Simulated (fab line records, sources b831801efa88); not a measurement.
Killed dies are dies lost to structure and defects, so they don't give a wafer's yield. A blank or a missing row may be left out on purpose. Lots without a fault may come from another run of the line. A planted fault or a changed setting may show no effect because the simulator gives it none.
One fault seen from 2 desks | flow gf180mcu | each desk has only its own numbers; what lay behind them comes last

THE TOOL OWNER'S DESK: hdpcvd-01
The tool's own readings at GF_V1_CVD_00 (deposits SiO2, target thk 600 nm, time 100 s): means of the sampled wafers that have a number, for each lot that ran on this tool. A lot is out of limits, marked OUT, if its mean lies more than 4 standard deviations from the usual mean; the brackets give that distance.
Columns: A = sih4_flow_sccm at GF_V1_CVD_00, usual 59.99 sccm
lot  | first seen here | A
L117 | day 17 14:48    | 60.08
L120 | day 18 21:09    | 59.95
L122 | day 19 18:17    | 60.07
L126 | day 21 08:10    | 48.14 (-66) OUT
L127 | day 21 18:53    | 47.85 (-67) OUT
L137 | day 24 22:07    | 59.92
L138 | day 25 05:58    | 60.14
This desk's finding: out of limits on L126, L127; first on L126, day 21 08:10 (sih4_flow_sccm at GF_V1_CVD_00). In limits: L117, L120, L122, L137, L138.

THE METROLOGY DESK
What the gauges read, lot by lot, whatever tool the lot ran on: means of the sampled wafers that have a number. A lot is out of limits, marked OUT, if its mean lies more than 4 standard deviations from the usual mean; the brackets give that distance.
Columns: A = CONTACT_CVD_00_THK at GF_CONTACT_THK_MEAS_01, usual 301 nm; B = cd_nm at GF_M1_CD_MEAS_14, usual 230.4 nm; C = V1_CVD_00_THK at GF_V1_THK_MEAS_01, usual 605 nm
lot  | first seen here | A   | B     | C
L116 | day 15 07:38    | 299 | 230.3 | 604
L117 | day 15 14:58    | 301 | 229.1 | 603
L120 | day 16 19:25    | 301 | 230.4 | 605
L121 | day 17 06:58    | 299 | 229.8 | 602
L122 | day 17 16:46    | 300 | 231.4 | 599
L123 | day 18 04:17    | 304 | 229.4 | 598
L126 | day 19 05:32    | 298 | 228.8 | 479 (-22) OUT
L127 | day 19 16:32    | 303 | 230.5 | 487 (-21) OUT
L133 | day 21 17:50    | 303 | 229.5 | 600
L134 | day 21 21:32    | 302 | 229.9 | 604
L136 | day 22 14:28    | 301 | 230.4 | 599
L137 | day 22 22:11    | 301 | 230.7 | 611
L138 | day 23 06:07    | 304 | 231.3 | 603
This desk's finding: out of limits on L126, L127; first on L126, day 21 08:14 (V1_CVD_00_THK at GF_V1_THK_MEAS_01). In limits: L116, L117, L120, L121, L122, L123, L133, L134, L136, L137, L138.

PUT TOGETHER
The tool owner's desk could have raised an alarm at day 21 08:10, on L126, L127.
The metrology desk could have raised an alarm at day 21 08:14, on L126, L127.
Of the lots named, all ran GF_V1_CVD_00 on hdpcvd-01.

WHAT THE SIMULATOR HAD PUT IN
Process parameter drift: hdpcvd-01, from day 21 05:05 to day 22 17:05, at GF_V1_CVD_00. Setting sih4_flow_sccm, moved by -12, from 60. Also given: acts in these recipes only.
Lots struck among those shown: L126, L127.
Hours from the fault's start to each desk's first reading out of limits: the tool owner's desk, 3; the metrology desk, 3.
